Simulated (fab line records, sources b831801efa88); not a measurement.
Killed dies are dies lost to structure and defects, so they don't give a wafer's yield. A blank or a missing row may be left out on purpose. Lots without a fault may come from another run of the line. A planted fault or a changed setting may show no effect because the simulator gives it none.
Which tool did it? | flow sky130 | 14 lots, 39 wafers sampled, at 4 steps of a route of 708

WHAT THE GAUGES READ, wafer by wafer
SKY_FIELD_ISO_THK_MEAS_23.
lot  | measured    | on            | FIELD_ISO_OXIDATION_01_THK (nm)
L904 | day 2 06:57 | film_metro-01 | 9.72 9.73 9.66
L905 | day 2 11:19 | film_metro-01 | 10.13 10.09 10.13
L906 | day 2 17:44 | film_metro-01 | 10.10 9.98 10.14
L907 | day 2 23:17 | film_metro-01 | 9.74 9.81 9.86
L908 | day 3 05:35 | film_metro-02 | 9.89 9.77 9.95
L910 | day 3 15:51 | film_metro-01 | 9.66 9.81 9.71
L912 | day 3 23:14 | film_metro-02 | 9.83 9.75
L913 | day 4 06:17 | film_metro-01 | 10.00 9.78
L914 | day 4 11:54 | film_metro-01 | 10.05 10.11
L921 | day 6 01:46 | film_metro-02 | 9.60 9.63 9.79
L923 | day 6 11:01 | film_metro-01 | 10.22 10.21 10.15
L925 | day 6 21:11 | film_metro-01 | 9.52 9.64 9.60
L926 | day 7 03:58 | film_metro-02 | 9.82 9.92 9.84
L927 | day 7 06:05 | film_metro-01 | 9.87 10.07 10.26

SKY_PWDE_OVL_MEAS_07.
lot  | measured    | on         | PWDE_OVL (nm)
L904 | day 3 18:54 | overlay-01 | -0.6 0.0 1.0
L905 | day 3 23:52 | overlay-01 | 0.6 -1.2 -0.7
L906 | day 4 06:57 | overlay-01 | -3.5 -3.3 -3.9
L907 | day 4 13:54 | overlay-02 | 0.0 -0.3 -1.6
L908 | day 4 19:51 | overlay-01 | -0.6 -1.0 1.7
L910 | day 5 05:52 | overlay-01 | -1.7 0.0 -1.2
L912 | day 5 15:50 | overlay-02 | -1.0 -1.4
L913 | day 5 22:00 | overlay-01 | -0.4 -2.0
L914 | day 6 02:53 | overlay-02 | -0.8 -2.0
L921 | day 7 19:58 | overlay-02 | -0.1 1.8 0.4
L923 | day 8 06:54 | overlay-01 | -3.1 -1.1 -2.7
L925 | day 8 21:03 | overlay-02 | -0.6 1.4 1.3
L926 | day 9 04:06 | overlay-01 | -3.0 -2.1 -0.8
L927 | day 9 07:21 | overlay-01 | -1.6 -1.8 -3.1

WHICH TOOL RAN EACH LOT (tool, then ch and the chambers of the sampled wafers, then the start)
lot  | SKY_FIELD_ISO_ETCH_15             | SKY_FIELD_ISO_ETCH_17
L904 | rie_diel-02 ch 2,3, day 2 04:34   | rie_si-02 ch 2,3, day 2 04:43
L905 | rie_diel-02 ch 0,1,3, day 2 09:37 | rie_si-02 ch 1,2, day 2 09:47
L906 | rie_diel-02 ch 1,2, day 2 15:19   | rie_si-02 ch 0,1, day 2 15:28
L907 | rie_diel-01 ch 0,3, day 2 20:31   | rie_si-01 ch 2,3, day 2 20:40
L908 | rie_diel-04 ch 0,1,2, day 3 03:55 | rie_si-01 ch 0,2,3, day 3 04:04
L910 | rie_diel-04 ch 1,2,3, day 3 14:10 | rie_si-02 ch 0,2, day 3 14:19
L912 | rie_diel-01 ch 1,2, day 3 21:34   | rie_si-01 ch 1,2, day 3 21:43
L913 | rie_diel-01 ch 1,3, day 4 02:55   | rie_si-01 ch 1,3, day 4 03:04
L914 | rie_diel-02 ch 1,3, day 4 09:40   | rie_si-01 ch 0,3, day 4 09:49
L921 | rie_diel-04 ch 2,3, day 6 00:03   | rie_si-02 ch 0,2,3, day 6 00:15
L923 | rie_diel-02 ch 0,3, day 6 09:19   | rie_si-02 ch 0,3, day 6 09:29
L925 | rie_diel-04 ch 2,3, day 6 19:27   | rie_si-01 ch 0,1,3, day 6 19:37
L926 | rie_diel-01 ch 0,3, day 6 23:34   | rie_si-02 ch 0,1, day 6 23:44
L927 | rie_diel-01 ch 1,2,3, day 7 03:25 | rie_si-01 ch 2,3, day 7 03:34
- SKY_FIELD_ISO_ETCH_15: etches the open film in CHF3/O2, stops on Si, target depth 180 nm, time 72 s.
- SKY_FIELD_ISO_ETCH_17: etches Si in HBr/Cl2/O2, target depth 342 nm, time 97.7 s.

WHAT THE TOOLS THEMSELVES READ (means of the sampled wafers that have a number; where no wafer has one, the mark that the record gives instead)
SKY_FIELD_ISO_ETCH_15.
lot  | tool        | bias_w (W) | drypump_motor_current_A (A) | oes_product_au (a.u.) | run_length_s (s) | throttle_valve_pct (%)
L904 | rie_diel-02 | 200.1      | 5.6                         | 0.944                 | 100.0            | 8.842
L905 | rie_diel-02 | 200.0      | 5.7                         | 0.945                 | 100.7            | 8.847
L906 | rie_diel-02 | 200.5      | 6.0                         | 0.953                 | 100.0            | 8.844
L907 | rie_diel-01 | 200.0      | 6.5                         | 0.944                 | 100.1            | 8.836
L908 | rie_diel-04 | 199.8      | 5.6                         | 0.948                 | 100.3            | 8.851
L910 | rie_diel-04 | 200.3      | 5.7                         | 0.946                 | 100.7            | 8.847
L912 | rie_diel-01 | 199.8      | 6.3                         | 0.946                 | 100.1            | 8.857
L913 | rie_diel-01 | 201.2      | 6.4                         | 0.948                 | 100.5            | 8.854
L914 | rie_diel-02 | 200.2      | 5.7                         | 0.946                 | 99.9             | 8.846
L921 | rie_diel-04 | 200.3      | 5.9                         | 0.934                 | 100.8            | 8.844
L923 | rie_diel-02 | 200.3      | 5.5                         | 0.942                 | 100.3            | 8.853
L925 | rie_diel-04 | 199.5      | 5.6                         | 0.946                 | 100.5            | 8.843
L926 | rie_diel-01 | 200.4      | 6.3                         | 0.940                 | 99.9             | 8.850
L927 | rie_diel-01 | 200.0      | 6.4                         | 0.948                 | 100.4            | 8.839

SKY_FIELD_ISO_ETCH_17.
lot  | tool      | bias_w (W) | drypump_motor_current_A (A) | oes_product_au (a.u.) | run_length_s (s) | throttle_valve_pct (%)
L904 | rie_si-02 | 149.7      | 5.5                         | 0.998                 | 126.5            | 25.659
L905 | rie_si-02 | 150.1      | 6.1                         | 1.009                 | 125.6            | 25.657
L906 | rie_si-02 | 150.2      | 5.8                         | 1.003                 | 126.0            | 25.661
L907 | rie_si-01 | 150.0      | 5.7                         | 0.992                 | 126.1            | 25.656
L908 | rie_si-01 | 150.1      | 5.6                         | 0.996                 | 126.3            | 25.662
L910 | rie_si-02 | 149.6      | 6.2                         | 1.005                 | 125.8            | 25.652
L912 | rie_si-01 | 150.0      | 5.7                         | 1.002                 | 108.3            | 25.652
L913 | rie_si-01 | 149.9      | 5.7                         | 1.000                 | 108.7            | 25.661
L914 | rie_si-01 | 149.8      | 5.6                         | 0.994                 | 108.7            | 25.649
L921 | rie_si-02 | 149.9      | 5.8                         | 0.997                 | 126.0            | 25.668
L923 | rie_si-02 | 149.9      | 5.7                         | 0.989                 | 126.0            | 25.655
L925 | rie_si-01 | 150.2      | 5.6                         | 1.010                 | 126.2            | 25.645
L926 | rie_si-02 | 150.1      | 5.9                         | 0.996                 | 126.1            | 25.662
L927 | rie_si-01 | 150.1      | 5.8                         | 1.002                 | 126.6            | 25.645

THE ANSWER, worked out from the rows above alone
Rule: what is usual is taken from the lots themselves. Put in order of their means at a reading, lots are off if they are a third of the lots or fewer, leave a main group of 4 or more, and stand apart from it by a gap of 3 or more times the standard deviation of the main group's means; of several such gaps the widest counts. A main group whose means are all the same, to the digits that the tables above print for the reading, isn't used. A lot without any number at a reading at which 4 lots or more have one is off too. The other lots that the step has rows for count as sound. The gauges are gone through in route order, then the tools' own readings, and for those a lot's mean is taken as printed above. The first step at which some lot is off is used, and at that step the reading that is off furthest; a lot without a number counts as furthest.
Off: L912, L913, L914, at SKY_FIELD_ISO_ETCH_17 (run_length_s). The main group: mean 126.1 s, standard deviation 0.27.
A tool fits if, at that step or a process step before it, it ran every lot that is off, and no sound lot after the first of them. None of those tried fits.

WHAT THE SIMULATOR HAD PUT IN
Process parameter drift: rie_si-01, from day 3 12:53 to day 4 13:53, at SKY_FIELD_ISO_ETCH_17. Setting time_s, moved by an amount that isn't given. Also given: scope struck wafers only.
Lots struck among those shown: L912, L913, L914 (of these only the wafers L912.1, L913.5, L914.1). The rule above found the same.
